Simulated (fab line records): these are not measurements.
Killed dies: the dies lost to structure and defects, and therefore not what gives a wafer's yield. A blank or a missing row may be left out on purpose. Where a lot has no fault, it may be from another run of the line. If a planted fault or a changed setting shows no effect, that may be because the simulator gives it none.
8D (eight disciplines) problem report, filled in by code    flow gf180mcu    the parts of the form that need people (team, actions taken, sign-off) are left out

1. WHAT IS WRONG
Mean PSD_RS at GF_PSD_RS_MEAS_15: 105.4 ohm/sq over 6 wafers in 2 lots; fault-free wafers: 108.5 ohm/sq, standard deviation 0.3. That is -10 standard deviations from the usual mean.
The step: measures by four-point-probe.
Earliest sighting: wafer L257.1 on filmMetro-01 at day 20 10:04. At this step, 36 wafers from 12 lots have a number in the record. Rule for "out" (also "out of limits"): further than 4 standard deviations from the usual mean. The other wafers with a number count as sound.

2. WHAT IT IS AND WHAT IT IS NOT
question                     is                      is not
which readings at this step  PSD_RS                  -
which lots                   L257, L258              L240, L241, L243, L246, L247, L251, L254, L261, L262, L263
which wafers of those lots   all that have a number  -
read on which gauges         filmMetro-01            filmMetro-02, filmMetro-04
when                         from day 20 10:04       up to then (21 sound wafers); but 9 sound wafers of L261, L262, L263 came after

3. SUSPECTS, AND WHAT RULES EACH OUT
Counting: a tool at a process step up to the reading stays a suspect if it ran every lot that is out and no sound lot after the first of them.
- the gauge at GF_PSD_RS_MEAS_15: ruled out. All the wafers that are out were read on filmMetro-01, but those of them that GF_PSD_IMPLANT_09 has rows for are out there too, on other tools.
- implanter-03 at GF_PSD_IMPLANT_09: kept. Every lot that is out went through it, starting with L257 (day 20 09:31), and after that it ran no sound lot; the last sound lot it ran before then is L251 (day 18 09:40). Its own beamEnergyKeV readings are out on those wafers.
The count leaves implanter-03 at GF_PSD_IMPLANT_09.

4. THE CAUSE (what the simulator had put in)
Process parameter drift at GF_PSD_IMPLANT_09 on implanter-03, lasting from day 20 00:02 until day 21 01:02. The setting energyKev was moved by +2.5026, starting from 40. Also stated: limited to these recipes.
The count eliminated every tool but this one.

5. SEQUENCE OF EFFECTS, ordered by route
Each row: a reading whose mean over the struck wafers that have a number lies more than 3 standard deviations from the usual. Scope: only readings with a usual standard deviation given in the record; hours: median across lots of the time from each lot's start at the first step in this table that gives one to its start at this step; sigmas: change in usual standard deviations.
hours  step               reading               usual         on struck wafers  change  sigmas
0      GF_PSD_IMPLANT_09  beamEnergyKeV         40.001        42.501            +2.500  +99 or more
0      GF_PSD_STRIP_10    stripTimeToEndpointS  16.54 s       16.77             +0.23   +5.9
1      GF_PSD_RS_MEAS_15  PSD_RS                108.5 ohm/sq  105.4             -3.1    -10
Process steps it contains:
- GF_PSD_IMPLANT_09
- GF_PSD_STRIP_10: strips in O2/N2.
Later steps that measure or inspect, where all struck wafers having a row at the step show a number for every such reading and not one has moved that far: GF_SALICIDE_THK_MEAS_05.

6. HOW IT WOULD HAVE BEEN CAUGHT EARLIER
In this record the first reading out of limits at a measuring or inspecting step was taken at day 20 10:04, 10 hours after the fault began at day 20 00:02.
The tool's own readings at GF_PSD_IMPLANT_09 were out on every struck wafer that the step has a row for (beamEnergyKeV): an alarm limit on them would have fired on the first of those.
L258, from the lots that are out (2), started GF_PSD_IMPLANT_09 on implanter-03 later than day 20 10:04. Had the tool been put on hold then, it would have been spared.
